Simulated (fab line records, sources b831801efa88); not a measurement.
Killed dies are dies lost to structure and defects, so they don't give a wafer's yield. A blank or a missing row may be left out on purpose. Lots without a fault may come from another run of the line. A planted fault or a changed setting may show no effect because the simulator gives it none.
Which tool did it? | flow sky130 | 12 lots, 36 wafers sampled, at 5 steps of a route of 708

WHAT THE GAUGES READ, wafer by wafer
SKY_SD_P_CD_MEAS_07: target cd 380 nm.
lot  | measured     | on        | cd_nm (nm)
L321 | day 27 01:15 | cd_sem-01 | 378.0 378.0 377.7
L324 | day 28 03:15 | cd_sem-02 | 380.8 379.5 382.9
L327 | day 29 00:16 | cd_sem-02 | 378.2 376.0 376.5
L328 | day 29 08:37 | cd_sem-01 | 306.2 306.2 306.7
L329 | day 29 13:23 | cd_sem-02 | 374.2 374.0 375.0
L334 | day 31 07:41 | cd_sem-01 | 379.8 377.9 380.9
L336 | day 31 15:20 | cd_sem-01 | 382.3 381.2 381.6
L337 | day 32 01:52 | cd_sem-02 | 385.8 382.1 381.9
L338 | day 32 03:08 | cd_sem-02 | 376.0 378.5 380.1
L339 | day 32 17:41 | cd_sem-01 | 380.2 378.7 377.4
L340 | day 33 01:12 | cd_sem-01 | 377.4 378.3 379.3
L341 | day 33 05:39 | cd_sem-01 | 381.9 380.5 381.0

SKY_SD_P_OVL_MEAS_08.
lot  | measured     | on         | SD_P_OVL (nm)
L321 | day 27 01:21 | overlay-01 | 2.2 1.4 2.2
L324 | day 28 03:21 | overlay-01 | 1.5 1.3 1.8
L327 | day 29 00:23 | overlay-01 | -1.8 0.1 -0.6
L328 | day 29 08:44 | overlay-01 | 0.2 -1.9 -1.1
L329 | day 29 13:29 | overlay-01 | -1.5 -2.3 -1.3
L334 | day 31 07:47 | overlay-02 | -1.6 0.5 0.6
L336 | day 31 15:28 | overlay-02 | -0.6 -1.6 0.8
L337 | day 32 01:57 | overlay-01 | 0.8 0.8 -0.2
L338 | day 32 03:14 | overlay-02 | -0.4 0.5 -0.6
L339 | day 32 17:48 | overlay-02 | -0.1 -1.4 -0.3
L340 | day 33 01:18 | overlay-01 | -1.1 -1.8 -2.6
L341 | day 33 05:44 | overlay-02 | 0.4 1.7 -0.5

SKY_SD_N_CD_MEAS_07: target cd 380 nm.
lot  | measured     | on        | cd_nm (nm)
L321 | day 29 11:07 | cd_sem-01 | 378.1 381.6 381.3
L324 | day 30 11:49 | cd_sem-02 | 382.5 383.2 381.0
L327 | day 31 07:41 | cd_sem-02 | 382.2 381.5 382.0
L328 | day 31 16:14 | cd_sem-01 | 383.5 385.6 383.2
L329 | day 31 21:01 | cd_sem-01 | 382.5 383.7 379.6
L334 | day 33 14:28 | cd_sem-01 | 379.5 379.0 376.7
L336 | day 33 22:05 | cd_sem-01 | 376.1 379.4 378.2
L337 | day 34 07:47 | cd_sem-02 | 378.7 380.1 376.5
L338 | day 34 09:25 | cd_sem-01 | 382.0 384.8 383.8
L339 | day 34 23:44 | cd_sem-01 | 383.1 383.4 382.0
L340 | day 35 06:52 | cd_sem-01 | 379.3 382.8 379.9
L341 | day 35 11:49 | cd_sem-02 | 381.0 380.3 381.7

WHICH TOOL RAN EACH LOT (tool, then ch and the chambers of the sampled wafers, then the start)
lot  | SKY_POLY_GATE_STRIP_18               | SKY_SD_P_EXPOSE_04
L321 | plasma_asher-02 ch 1, day 17 23:49   | iline_stepper-01 ch 0, day 26 10:53
L324 | plasma_asher-04 ch 0,1, day 19 04:24 | iline_stepper-01 ch 0, day 27 13:12
L327 | plasma_asher-04 ch 0,1, day 20 03:42 | iline_stepper-02 ch 0, day 28 10:08
L328 | plasma_asher-03 ch 0,1, day 20 09:12 | iline_stepper-02 ch 0, day 28 18:29
L329 | plasma_asher-04 ch 0,1, day 20 18:26 | iline_stepper-02 ch 0, day 28 23:55
L334 | plasma_asher-02 ch 0,1, day 22 15:47 | iline_stepper-01 ch 0, day 30 17:59
L336 | plasma_asher-03 ch 0,1, day 22 23:47 | iline_stepper-02 ch 0, day 31 01:14
L337 | plasma_asher-02 ch 0,1, day 23 13:02 | iline_stepper-01 ch 0, day 31 12:32
L338 | plasma_asher-02 ch 1, day 23 14:34   | iline_stepper-02 ch 0, day 31 14:32
L339 | plasma_asher-04 ch 0,1, day 24 05:26 | iline_stepper-01 ch 0, day 32 03:50
L340 | plasma_asher-02 ch 0,1, day 24 13:05 | iline_stepper-02 ch 0, day 32 11:31
L341 | plasma_asher-04 ch 0,1, day 24 18:40 | iline_stepper-01 ch 0, day 32 16:56
- SKY_POLY_GATE_STRIP_18: strips in O2/N2.
- SKY_SD_P_EXPOSE_04: exposes mask PSDM, target cd 380 nm.

WHAT THE TOOLS THEMSELVES READ (means of the sampled wafers that have a number; where no wafer has one, the mark that the record gives instead)
SKY_POLY_GATE_STRIP_18.
lot  | tool            | drypump_motor_current_A (A) | n2_flow_sccm (sccm) | oes_product_au (a.u.) | strip_time_to_endpoint_s (s)
L321 | plasma_asher-02 | 5.9                         | 300.7               | 0.359                 | 3.20
L324 | plasma_asher-04 | 5.3                         | 300.3               | 0.360                 | 3.13
L327 | plasma_asher-04 | 5.1                         | 301.1               | 0.357                 | 3.11
L328 | plasma_asher-03 | 5.9                         | 299.6               | 0.365                 | 3.18
L329 | plasma_asher-04 | 5.3                         | 299.9               | 0.354                 | 3.17
L334 | plasma_asher-02 | 5.7                         | 300.1               | 0.357                 | 3.15
L336 | plasma_asher-03 | 5.6                         | 300.6               | 0.358                 | 3.16
L337 | plasma_asher-02 | 5.4                         | 300.1               | 0.358                 | 3.11
L338 | plasma_asher-02 | 5.9                         | 299.4               | 0.361                 | 3.18
L339 | plasma_asher-04 | 5.3                         | 298.9               | 0.364                 | 3.19
L340 | plasma_asher-02 | 5.4                         | 299.5               | 0.359                 | 3.20
L341 | plasma_asher-04 | 5.3                         | 299.6               | 0.362                 | 3.12

THE ANSWER, worked out from the rows above alone
Rule: what is usual is taken from the lots themselves. Put in order of their means at a reading, lots are off if they are a third of the lots or fewer, leave a main group of 4 or more, and stand apart from it by a gap of 3 or more times the standard deviation of the main group's means; of several such gaps the widest counts. A main group whose means are all the same, to the digits that the tables above print for the reading, isn't used. A lot without any number at a reading at which 4 lots or more have one is off too. The other lots that the step has rows for count as sound. The gauges are gone through in route order, then the tools' own readings, and for those a lot's mean is taken as printed above. The first step at which some lot is off is used, and at that step the reading that is off furthest; a lot without a number counts as furthest.
Off: L328, at SKY_SD_P_CD_MEAS_07 (cd_nm). The main group: mean 379.2 nm, standard deviation 2.4.
A tool fits if, at a process step before that reading, it ran every lot that is off, and no sound lot after the first of them. The gauges at SKY_SD_P_CD_MEAS_07 are tried like those tools. None of those tried fits.

WHAT THE SIMULATOR HAD PUT IN
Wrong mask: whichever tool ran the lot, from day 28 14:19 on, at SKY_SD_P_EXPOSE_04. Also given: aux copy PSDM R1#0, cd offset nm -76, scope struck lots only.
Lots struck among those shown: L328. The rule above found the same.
